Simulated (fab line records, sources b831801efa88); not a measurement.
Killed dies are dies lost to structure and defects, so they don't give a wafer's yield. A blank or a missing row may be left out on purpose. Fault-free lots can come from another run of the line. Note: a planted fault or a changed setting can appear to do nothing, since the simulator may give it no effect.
Chamber matching -- flow sky130 -- SKY_VIA1_ETCH_15 on rie-diel-01 has 3 sister chambers
The step etches SiO2 in C4F8/O2/Ar, stops on TiN, target depth 351 nm, time 54 s. 14 wafers are shown with their chamber, then 5 later ones without.

WAFERS PAIRED WITH THEIR CHAMBERS
wafer,chamber,oes-product-au (a.u.),rf-fwd-power-W (W)
L074.1,1,0.987,1483
L074.2,0,0.984,1491
L074.3,3,0.981,1495
L077.1,1,0.984,1486
L077.3,0,0.971,1483
L077.4,1,0.980,1485
L078.2,1,0.982,1489
L078.4,1,0.982,1487
L078.5,3,0.974,1475
L079.1,3,0.985,1478
L079.4,1,0.986,1485
L079.5,3,0.978,1486
L087.1,1,0.980,1494
L087.3,0,0.976,1500

SIGNATURES (averages over the wafers above)
reading,chamber 0,chamber 1,chamber 3,scatter within a chamber
oes-product-au,0.97700,0.98300,0.97950,0.00423
rf-fwd-power-W,1491.33,1487.00,1483.50,6.49
Rule: for a wafer and a chamber, the distance is found by dividing, reading by reading, the gap between the wafer's reading and the chamber's mean by the reading's scatter, squaring, summing and taking the root. If the next closest chamber is less than 2 further off than the closest, the wafer can't be placed; otherwise it belongs to the closest. The scatter: take each reading less its chamber's mean, square it, sum over the shown wafers, divide by the number of wafers less the number of chambers, and take the root.

WAFERS WITHOUT THEIR CHAMBER
wafer,oes-product-au (a.u.),rf-fwd-power-W (W)
L089.1,0.977,1482
L089.2,0.975,1486
L089.5,0.983,1498
L091.3,0.983,1484
L091.6,0.980,1489

EACH ONE'S CHAMBER
wafer,from the rows above,in truth
L089.1,can't be placed: 3 or 0 or 1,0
L089.2,can't be placed: 0 or 3 or 1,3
L089.5,can't be placed: 1 or 0 or 3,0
L091.3,can't be placed: 1 or 3 or 0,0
L091.6,can't be placed: 1 or 0 or 3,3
0 of 5 placed correctly. These rows do not allow placing 5 (true chamber among the candidates in 5). Placed wrongly: 0.
